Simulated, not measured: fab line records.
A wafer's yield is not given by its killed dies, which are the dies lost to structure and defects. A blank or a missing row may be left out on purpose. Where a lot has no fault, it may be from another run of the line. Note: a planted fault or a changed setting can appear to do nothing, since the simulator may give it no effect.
fab line records -- flow gf180mcu
[record] lots = 12, wafers = 36, last-day = 34
route steps=602 shown V2@399 M3@423 V3@451
lots that met no fault: taken from a fault-free run of the same line
start-h: hours from the record's opening day to when the first of the lot's shown wafers began -- wait-h: hours elapsed since this lot's preceding step -- " repeats the value in the row above -- L1.1+2: several wafers, shown together as one row -- - no value, or no start was given -- * or withheld: withheld -- < > ~ a bound
route shown NAME@n: a module of which the file shows steps, and the number in the route of the first -- usual: the fault-free wafers' mean and standard deviation -- same: alike in all rows -- chamber/n: place in a boat -- sites: the reading at each site -- _std_site: the values' standard deviation -- _edge_site: the outer-site mean with the inner-site mean subtracted -- radius-mm: for every site, how far away it sits from the centre of the wafer -- mask NAME#n: copy n -- behind: the tool/chamber that last shaped the wafer -- hold: what put the lot on hold/how long, in hours/how the hold closed -- device: which transistor (n, p or np) failed to switch -- end of line: the tests these same wafers got at the end of their route -- a step with no rows: only its recipe -- killed: at the first sort, the dies lost to defects and structure; wafer yield is something else -- map: dies across one wafer; x = killed, . = not, _ = none there
set.NAME: the setting that was run; set.NAME@STEP: the one run at that earlier step -- model.NAME: the simulator's own value behind a step, which no gauge read
the route's steps for a sample of lots (tables are steps, rows are wafers)
services: when a tool's chamber went out of use (start-h, in hours from the record's first day, below 0 if earlier), for how many hours, and the reason
[[steps]]
[step GF_V2_ETCH_17]
[recipe] chemistry = C4F8/O2/Ar, mask-material = KrF, target = SiO2, stop-on = TiN, source-w = 1500, bias-w = 1200, pressure-mtorr = 40, c4f8-flow-sccm = withheld, O2_flow_sccm = 6, Ar_flow_sccm = 300, time-s = withheld, target-depth-a = 6300
[usual] oes-product-au = 0.856/0.0044
lot.wafer,tool,chamber,start-h,wait-h,oes-product-au
L613.2,rie-diel-04,0,-,-,0.855
L613.4,rie-diel-04,1,-,-,0.863
L613.6,rie-diel-04,2,-,-,0.853
L615.3,rie-diel-01,0,-,-,0.858
L615.5,rie-diel-01,3,-,-,0.861
L615.6,rie-diel-01,2,-,-,0.862
L616.2,rie-diel-04,1,-,-,0.861
L616.3,rie-diel-04,3,-,-,0.861
L616.4,rie-diel-04,2,-,-,0.856
L617.1,rie-diel-03,0,-,-,0.852
L617.4,rie-diel-03,3,-,-,0.855
L617.5,rie-diel-03,1,-,-,0.857
L618.2,rie-diel-03,3,-,-,0.861
L618.4,rie-diel-03,0,-,-,0.853
L618.5,rie-diel-03,1,-,-,0.863
L619.1,rie-diel-04,1,-,-,0.849
L619.3,rie-diel-04,3,-,-,0.858
L619.6,rie-diel-04,3,-,-,0.859
L623.1,rie-diel-01,2,-,-,0.858
L623.3,rie-diel-01,3,-,-,0.853
L623.6,rie-diel-01,1,-,-,0.858
L624.1,rie-diel-03,1,-,-,0.850
L624.2,rie-diel-03,3,-,-,0.846
L624.3,rie-diel-03,2,-,-,0.857
L626.1,rie-diel-04,0,-,-,0.860
L626.2,rie-diel-04,3,-,-,0.856
L626.6,rie-diel-04,0,-,-,0.858
L629.2,rie-diel-04,1,-,-,0.855
L629.5,rie-diel-04,1,-,-,0.856
L629.6,rie-diel-04,2,-,-,0.848
L630.1,rie-diel-03,0,-,-,0.858
L630.5,rie-diel-03,2,-,-,0.853
L630.6,rie-diel-03,3,-,-,0.861
L633.3,rie-diel-03,2,-,-,0.854
L633.5,rie-diel-03,0,-,-,0.856
L633.6,rie-diel-03,3,-,-,0.853
[step GF_M3_CD_MEAS_14]
[recipe] target-cd-nm = 280
[usual] cd-nm = 279.8/1.5
lot.wafer,tool,chamber,start-h,wait-h,cd-nm
L613.2,cd-sem-02,-,502.93,0.1,278.3
L613.4,cd-sem-02,-,502.93,0.1,277.9
L613.6,cd-sem-02,-,502.93,0.1,278.2
L615.3,cd-sem-01,-,521.01,0.1,281.1
L615.5,cd-sem-01,-,521.01,0.1,280.8
L615.6,cd-sem-01,-,521.01,0.1,281.2
L616.2,cd-sem-01,-,528.54,0.1,278.8
L616.3,cd-sem-01,-,528.54,0.1,279.4
L616.4,cd-sem-01,-,528.54,0.1,279.5
L617.1,cd-sem-01,-,540.58,0.1,276.6
L617.4,cd-sem-01,-,540.58,0.1,276.9
L617.5,cd-sem-01,-,540.58,0.1,276.5
L618.2,cd-sem-02,-,545.78,0.1,281.2
L618.4,cd-sem-02,-,545.78,0.1,280.5
L618.5,cd-sem-02,-,545.78,0.1,281.8
L619.1,cd-sem-01,-,552.88,0.1,281.7
L619.3,cd-sem-01,-,552.88,0.1,282.2
L619.6,cd-sem-01,-,552.88,0.1,281.9
L623.1,cd-sem-02,-,594.41,0.1,281.1
L623.3,cd-sem-02,-,594.41,0.1,281.6
L623.6,cd-sem-02,-,594.41,0.1,282.3
L624.1,cd-sem-01,-,595.51,0.1,279.1
L624.2,cd-sem-01,-,595.51,0.1,279.8
L624.3,cd-sem-01,-,595.51,0.1,279.4
L626.1,cd-sem-02,-,608.53,0.1,283.8
L626.2,cd-sem-02,-,608.53,0.1,283.1
L626.6,cd-sem-02,-,608.53,0.1,282.7
L629.2,cd-sem-01,-,631.50,0.2,279.2
L629.5,cd-sem-01,-,631.50,0.2,280.1
L629.6,cd-sem-01,-,631.50,0.2,279.4
L630.1,cd-sem-02,-,634.76,0.1,279.3
L630.5,cd-sem-02,-,634.76,0.1,279.4
L630.6,cd-sem-02,-,634.76,0.1,279.7
L633.3,cd-sem-01,-,656.30,0.1,280.1
L633.5,cd-sem-01,-,656.30,0.1,277.9
L633.6,cd-sem-01,-,656.30,0.1,278.7
[step GF_V3_SPUTTER_22]
[recipe] material = TiN, target-thk-nm = 10, chamber-pressure-pa = 5, power-w = 4000, time-s = 40
[usual] throttle-valve-pct = 30.3/0.89
lot.wafer,tool,chamber,start-h,wait-h,throttle-valve-pct
L613.2,pvd-sputter-04,-,528.79,0.0,28.7
L613.4,pvd-sputter-04,-,528.79,0.0,29.4
L613.6,pvd-sputter-04,-,528.79,0.0,30.1
L615.3,pvd-sputter-01,-,546.65,0.0,31.2
L615.5,pvd-sputter-01,-,546.65,0.0,29.8
L615.6,pvd-sputter-01,-,546.65,0.0,30.8
L616.2,pvd-sputter-01,-,553.54,0.0,30.8
L616.3,pvd-sputter-01,-,553.54,0.0,30.4
L616.4,pvd-sputter-01,-,553.54,0.0,31.0
L617.1,pvd-sputter-04,-,564.99,0.0,28.6
L617.4,pvd-sputter-04,-,564.99,0.0,29.5
L617.5,pvd-sputter-04,-,564.99,0.0,28.7
L618.2,pvd-sputter-03,-,569.64,0.0,28.8
L618.4,pvd-sputter-03,-,569.64,0.0,30.7
L618.5,pvd-sputter-03,-,569.64,0.0,28.5
L619.1,pvd-sputter-01,-,576.05,0.0,31.1
L619.3,pvd-sputter-01,-,576.05,0.0,30.1
L619.6,pvd-sputter-01,-,576.05,0.0,30.9
L623.1,pvd-sputter-01,-,617.49,0.0,29.8
L623.3,pvd-sputter-01,-,617.49,0.0,29.8
L623.6,pvd-sputter-01,-,617.49,0.0,31.2
L624.1,pvd-sputter-01,-,618.74,0.0,29.7
L624.2,pvd-sputter-01,-,618.74,0.0,31.2
L624.3,pvd-sputter-01,-,618.74,0.0,30.1
L626.1,pvd-sputter-04,-,631.29,0.0,32.1
L626.2,pvd-sputter-04,-,631.29,0.0,28.8
L626.6,pvd-sputter-04,-,631.29,0.0,29.9
L629.2,pvd-sputter-04,-,653.18,0.0,31.8
L629.5,pvd-sputter-04,-,653.18,0.0,29.5
L629.6,pvd-sputter-04,-,653.18,0.0,28.7
L630.1,pvd-sputter-01,-,656.52,0.0,30.1
L630.5,pvd-sputter-01,-,656.52,0.0,30.7
L630.6,pvd-sputter-01,-,656.52,0.0,29.5
L633.3,pvd-sputter-01,-,677.20,0.0,29.7
L633.5,pvd-sputter-01,-,677.20,0.0,31.1
L633.6,pvd-sputter-01,-,677.20,0.0,29.9
[step GF_V3_CVD_23]
[recipe] material = W, target-thk-nm = 350, time-s = 104.9, temp-c = 400, pressure-torr = 40
[usual] heater-power-w = 843/85
lot.wafer,tool,chamber,start-h,wait-h,heater-power-w
L613.2,cvd-w-01,0,528.83,0.0,1008
L613.4,cvd-w-01,0,528.83,0.0,994
L613.6,cvd-w-01,0,528.83,0.0,986
L615.3,cvd-w-02,1,546.72,0.1,785
L615.5,cvd-w-02,0,546.72,0.1,798
L615.6,cvd-w-02,1,546.72,0.1,769
L616.2,cvd-w-02,1,553.58,0.0,805
L616.3,cvd-w-02,0,553.58,0.0,795
L616.4,cvd-w-02,1,553.58,0.0,774
L617.1,cvd-w-02,0,565.03,0.0,793
L617.4,cvd-w-02,1,565.03,0.0,772
L617.5,cvd-w-02,1,565.03,0.0,796
L618.2,cvd-w-01,0,569.68,0.0,993
L618.4,cvd-w-01,0,569.68,0.0,1022
L618.5,cvd-w-01,1,569.68,0.0,844
L619.1,cvd-w-02,1,576.09,0.0,777
L619.3,cvd-w-02,1,576.09,0.0,770
L619.6,cvd-w-02,0,576.09,0.0,803
L623.1,cvd-w-02,0,617.53,0.0,798
L623.3,cvd-w-02,0,617.53,0.0,807
L623.6,cvd-w-02,1,617.53,0.0,773
L624.1,cvd-w-02,0,618.78,0.0,810
L624.2,cvd-w-02,1,618.78,0.0,795
L624.3,cvd-w-02,1,618.78,0.0,795
L626.1,cvd-w-02,1,631.33,0.0,768
L626.2,cvd-w-02,0,631.33,0.0,807
L626.6,cvd-w-02,1,631.33,0.0,774
L629.2,cvd-w-01,1,653.22,0.0,843
L629.5,cvd-w-01,0,653.22,0.0,998
L629.6,cvd-w-01,1,653.22,0.0,826
L630.1,cvd-w-01,0,656.56,0.0,999
L630.5,cvd-w-01,0,656.56,0.0,1021
L630.6,cvd-w-01,1,656.56,0.0,811
L633.3,cvd-w-01,1,677.27,0.1,826
L633.5,cvd-w-01,1,677.27,0.1,829
L633.6,cvd-w-01,0,677.27,0.1,1006
[step GF_V3_RS_MEAS_24]
[recipe] thk-meas-gauge = four-point-probe, reads = W_of_V3_CVD_23+TiN_of_V3_SPUTTER_22+Ti_of_V3_SPUTTER_21
[usual] V3_W_RS = 0.327/0.0035
lot.wafer,tool,chamber,start-h,wait-h,V3_W_RS[ohm/sq]
L613.2,film-metro-02,-,528.96,0.1,0.329
L613.4,film-metro-02,-,528.96,0.1,0.329
L613.6,film-metro-02,-,528.96,0.1,0.325
L615.3,film-metro-04,-,546.84,0.1,0.324
L615.5,film-metro-04,-,546.84,0.1,0.331
L615.6,film-metro-04,-,546.84,0.1,0.322
L616.2,film-metro-04,-,553.71,0.1,0.320
L616.3,film-metro-04,-,553.71,0.1,0.326
L616.4,film-metro-04,-,553.71,0.1,0.320
L617.1,film-metro-03,-,565.15,0.1,0.328
L617.4,film-metro-03,-,565.15,0.1,0.320
L617.5,film-metro-03,-,565.15,0.1,0.320
L618.2,film-metro-02,-,569.81,0.1,0.326
L618.4,film-metro-02,-,569.81,0.1,0.325
L618.5,film-metro-02,-,569.81,0.1,0.321
L619.1,film-metro-03,-,576.20,0.1,0.327
L619.3,film-metro-03,-,576.20,0.1,0.327
L619.6,film-metro-03,-,576.20,0.1,0.325
L623.1,film-metro-02,-,617.64,0.1,0.324
L623.3,film-metro-02,-,617.64,0.1,0.323
L623.6,film-metro-02,-,617.64,0.1,0.322
L624.1,film-metro-04,-,618.89,0.1,0.469
L624.2,film-metro-04,-,618.89,0.1,0.462
L624.3,film-metro-04,-,618.89,0.1,0.470
L626.1,film-metro-03,-,631.44,0.1,0.460
L626.2,film-metro-03,-,631.44,0.1,0.468
L626.6,film-metro-03,-,631.44,0.1,0.467
L629.2,film-metro-02,-,653.35,0.1,0.325
L629.5,film-metro-02,-,653.35,0.1,0.328
L629.6,film-metro-02,-,653.35,0.1,0.322
L630.1,film-metro-04,-,656.68,0.1,0.327
L630.5,film-metro-04,-,656.68,0.1,0.327
L630.6,film-metro-04,-,656.68,0.1,0.324
L633.3,film-metro-02,-,677.39,0.1,0.328
L633.5,film-metro-02,-,677.39,0.1,0.329
L633.6,film-metro-02,-,677.39,0.1,0.336
[step GF_V3_THK_MEAS_25]
[recipe] thk-meas-gauge = xrf, reads = W_of_V3_CVD_23
[usual] V3_W_THK = 347/5.4
lot.wafer,tool,chamber,start-h,wait-h,V3_W_THK[nm]
L613.2,film-metro-02,-,529.07,0.1,347
L613.4,film-metro-02,-,529.07,0.1,347
L613.6,film-metro-02,-,529.07,0.1,352
L615.3,film-metro-04,-,546.94,0.1,351
L615.5,film-metro-04,-,546.94,0.1,343
L615.6,film-metro-04,-,546.94,0.1,354
L616.2,film-metro-04,-,553.82,0.1,352
L616.3,film-metro-04,-,553.82,0.1,345
L616.4,film-metro-04,-,553.82,0.1,348
L617.1,film-metro-03,-,565.27,0.1,340
L617.4,film-metro-03,-,565.27,0.1,349
L617.5,film-metro-03,-,565.27,0.1,349
L618.2,film-metro-02,-,569.92,0.1,351
L618.4,film-metro-02,-,569.92,0.1,352
L618.5,film-metro-02,-,569.92,0.1,357
L619.1,film-metro-03,-,576.32,0.1,344
L619.3,film-metro-03,-,576.32,0.1,343
L619.6,film-metro-03,-,576.32,0.1,345
L623.1,film-metro-02,-,617.76,0.1,355
L623.3,film-metro-02,-,617.76,0.1,356
L623.6,film-metro-02,-,617.76,0.1,357
L624.1,film-metro-04,-,619.01,0.1,267
L624.2,film-metro-04,-,619.01,0.1,270
L624.3,film-metro-04,-,619.01,0.1,269
L626.1,film-metro-03,-,631.56,0.1,274
L626.2,film-metro-03,-,631.56,0.1,269
L626.6,film-metro-03,-,631.56,0.1,271
L629.2,film-metro-02,-,653.46,0.1,353
L629.5,film-metro-02,-,653.46,0.1,348
L629.6,film-metro-02,-,653.46,0.1,358
L630.1,film-metro-04,-,656.80,0.1,344
L630.5,film-metro-04,-,656.80,0.1,344
L630.6,film-metro-04,-,656.80,0.1,346
L633.3,film-metro-02,-,677.49,0.1,347
L633.5,film-metro-02,-,677.49,0.1,345
L633.6,film-metro-02,-,677.49,0.1,339
[[services]]
tool,chamber,start-h,hours,kind
rie-diel-01,0,471.02,4.1,repair
rie-diel-03,0,484.83,8.6,repair
pvd-sputter-03,2,507.24,-,consumable-replace:kit
pvd-sputter-03,2,507.24,18.0,scheduled-down
pvd-sputter-03,2,507.24,18.0,vent-cycle
cvd-w-02,-,527.26,2.8,pm
rie-diel-03,0,546.32,8.0,repair
rie-diel-04,-,562.21,14.6,pm
pvd-sputter-03,-,567.17,1.8,repair
cvd-w-01,-,575.01,14.6,pm
rie-diel-04,0,596.75,12.5,repair
rie-diel-01,2,601.94,11.7,repair
cvd-w-01,1,628.52,1.4,repair
rie-diel-03,3,631.88,2.8,repair
rie-diel-04,-,638.70,0.1,repair
pvd-sputter-04,3,642.60,-,consumable-replace:kit
pvd-sputter-04,3,642.60,18.0,scheduled-down
pvd-sputter-04,3,642.60,18.0,vent-cycle
pvd-sputter-01,2,650.31,-,consumable-replace:kit
pvd-sputter-01,2,650.31,18.0,scheduled-down
pvd-sputter-01,2,650.31,18.0,vent-cycle
pvd-sputter-03,1,653.93,-,consumable-replace:kit
rie-diel-04,1,661.09,7.3,repair
rie-diel-03,3,671.35,4.7,repair
[[key]]
[first-sign] step = GF_V3_RS_MEAS_24, reading = V3_W_RS, direction = up, sigmas = 40, usual = 0.327, struck = 0.466
[effect] step = GF_V3_THK_MEAS_25, reading = V3_W_THK, direction = down, sigmas = 14, usual = 347, struck = 270
met-at GF_V3_CVD_23
struck-lots L624,L626
not-acting-at GF_V2_ETCH_17,GF_M3_CD_MEAS_14,GF_V3_SPUTTER_22
onset-between 617.53 618.78
[fault] kind = site-profile-drift, tool = cvd-w-02, chamber = -, onset-h = 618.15, steps = GF_V3_CVD_23, basis = fraction, max-abs-drift = 0.49606, slope-share-per-hr = 110.23, site-pattern = 0,0,0,0,0,-1,-1,-1,-1
